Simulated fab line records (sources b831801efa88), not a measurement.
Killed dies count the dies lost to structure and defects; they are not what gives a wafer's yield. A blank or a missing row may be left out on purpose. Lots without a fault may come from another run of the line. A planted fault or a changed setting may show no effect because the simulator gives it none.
Matching of chambers + flow sky130 + SKY_LI_CONTACT_ETCH_14 on rie_diel-03: 4 sister chambers
The step etches BARC in N2/H2, stops on SiO2, time 45.9 s, target depth 60 nm. 24 wafers are shown with their chamber, then 12 later ones without.

== WAFERS PAIRED WITH THEIR CHAMBERS ==
| wafer  | chamber | drypump_motor_current_A (A) | oes_product_au (a.u.) | throttle_valve_pct (%) |
|--------|---------|-----------------------------|-----------------------|------------------------|
| L077.1 | 0       | 6.2                         | 0.853                 | 13.225                 |
| L077.4 | 2       | 5.7                         | 0.850                 | 13.235                 |
| L077.5 | 2       | 5.7                         | 0.849                 | 13.212                 |
| L078.1 | 1       | 5.7                         | 0.856                 | 13.238                 |
| L078.2 | 2       | 5.7                         | 0.854                 | 13.215                 |
| L078.3 | 3       | 5.4                         | 0.863                 | 13.216                 |
| L078.4 | 0       | 6.2                         | 0.861                 | 13.211                 |
| L078.5 | 1       | 5.7                         | 0.845                 | 13.233                 |
| L078.6 | 2       | 5.7                         | 0.861                 | 13.236                 |
| L080.2 | 1       | 5.7                         | 0.858                 | 13.222                 |
| L080.3 | 2       | 5.7                         | 0.869                 | 13.235                 |
| L080.5 | 3       | 5.4                         | 0.853                 | 13.223                 |
| L081.3 | 0       | 6.1                         | 0.855                 | 13.235                 |
| L081.4 | 1       | 5.7                         | 0.851                 | 13.223                 |
| L081.5 | 1       | 5.7                         | 0.853                 | 13.219                 |
| L085.1 | 3       | 5.4                         | 0.868                 | 13.225                 |
| L085.2 | 1       | 5.7                         | 0.854                 | 13.233                 |
| L085.6 | 1       | 5.7                         | 0.851                 | 13.222                 |
| L088.1 | 1       | 5.7                         | 0.841                 | 13.218                 |
| L088.2 | 0       | 6.2                         | 0.856                 | 13.223                 |
| L088.3 | 3       | 5.4                         | 0.851                 | 13.230                 |
| L088.4 | 2       | 5.7                         | 0.859                 | 13.230                 |
| L088.5 | 0       | 6.2                         | 0.858                 | 13.222                 |
| L088.6 | 1       | 5.6                         | 0.847                 | 13.219                 |

SIGNATURES (means of the wafers above)
| reading                 | chamber 0 | chamber 1 | chamber 2 | chamber 3 | scatter within a chamber |
|-------------------------|-----------|-----------|-----------|-----------|--------------------------|
| drypump_motor_current_A | 6.180     | 5.689     | 5.700     | 5.400     | 0.0291                   |
| oes_product_au          | 0.85660   | 0.85067   | 0.85700   | 0.85875   | 0.00616                  |
| throttle_valve_pct      | 13.22320  | 13.22522  | 13.22717  | 13.22350  | 0.00843                  |
Rule: distance of a wafer from a chamber = root of the sum over the readings of ((wafer's reading minus chamber's mean) / reading's scatter) squared. If the next closest chamber is less than 2 further off than the closest, the wafer can't be placed; otherwise it belongs to the closest. How the scatter is found: for the shown wafers, subtract from each reading the mean of its chamber, square and add these, divide the total by (wafers less chambers), then take the root.

== WAFERS MISSING THEIR CHAMBER ==
| wafer  | drypump_motor_current_A (A) | oes_product_au (a.u.) | throttle_valve_pct (%) |
|--------|-----------------------------|-----------------------|------------------------|
| L091.2 | 6.2                         | 0.855                 | 13.218                 |
| L091.4 | 5.3                         | 0.856                 | 13.209                 |
| L091.6 | 6.2                         | 0.853                 | 13.232                 |
| L092.2 | 5.4                         | 0.849                 | 13.217                 |
| L092.3 | 6.1                         | 0.856                 | 13.233                 |
| L092.5 | 6.1                         | 0.856                 | 13.236                 |
| L093.4 | 5.4                         | 0.857                 | 13.210                 |
| L093.5 | 5.4                         | 0.855                 | 13.223                 |
| L093.6 | 5.7                         | 0.856                 | 13.224                 |
| L097.1 | 5.4                         | 0.856                 | 13.235                 |
| L097.2 | 5.7                         | 0.849                 | 13.242                 |
| L097.6 | 5.3                         | 0.850                 | 13.218                 |

== THE CHAMBER EACH PASSED THROUGH ==
| wafer  | from the rows above     | in truth |
|--------|-------------------------|----------|
| L091.2 | 0                       | 0        |
| L091.4 | 3                       | 3        |
| L091.6 | 0                       | 0        |
| L092.2 | 3                       | 3        |
| L092.3 | 0                       | 0        |
| L092.5 | 0                       | 0        |
| L093.4 | 3                       | 3        |
| L093.5 | 3                       | 3        |
| L093.6 | can't be placed: 2 or 1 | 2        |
| L097.1 | 3                       | 3        |
| L097.2 | can't be placed: 1 or 2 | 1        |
| L097.6 | 3                       | 3        |
Correctly placed: 10 of 12. Cannot be placed on the basis of these rows: 2; the candidates contain the true chamber in 2. Wrongly placed: 0.
